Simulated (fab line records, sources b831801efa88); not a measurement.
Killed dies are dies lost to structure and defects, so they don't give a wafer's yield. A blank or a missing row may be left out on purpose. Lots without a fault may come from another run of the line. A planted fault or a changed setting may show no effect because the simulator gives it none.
Chamber matching | flow sky130 | SKY_LI_CONTACT_CMP_02 on cmp-01: 4 sister chambers
The step polishes PSG. 4 wafers are shown with their chamber, then 7 later ones without.

WAFERS WITH THEIR CHAMBER
wafer  | chamber | motor_current_A (A)
L376.6 | 3       | 10.8
L377.5 | 1       | 11.2
L382.3 | 2       | 12.2
L382.5 | 0       | 15.4

WAFERS WITHOUT THEIR CHAMBER
wafer  | motor_current_A (A)
L382.6 | 9.9
L392.1 | 10.7
L392.3 | 14.2
L392.4 | 12.0
L395.3 | 13.3
L395.5 | 10.9
L395.6 | 13.3

WHICH CHAMBER EACH WENT THROUGH
wafer  | from the rows above               | in truth
L382.6 | can't be placed: 3 or 1 or 2      | 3
L392.1 | can't be placed: 3 or 1 or 2      | 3
L392.3 | can't be placed: 0 or 2           | 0
L392.4 | can't be placed: 2 or 1 or 3      | 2
L395.3 | can't be placed: 2 or 0 or 1 or 3 | 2
L395.5 | can't be placed: 3 or 1 or 2      | 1
L395.6 | can't be placed: 2 or 0 or 1 or 3 | 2
Placed correctly: 0 of 7. Can't be placed from these rows: 7 (the true chamber is among the candidates in 7). Placed wrongly: 0.
How it was worked out, from the rows above alone: a wafer's distance from a chamber is the root of the sum, over the readings, of the square of ((its reading less the chamber's mean) divided by the reading's scatter). The wafer belongs to the nearest chamber; if the next one is less than 2 further off, it can't be placed. A chamber's mean is the mean of its shown wafers. The scatter: with one shown wafer a chamber, the root of the mean of the squares of how far each hidden wafer lies from its nearest shown one.
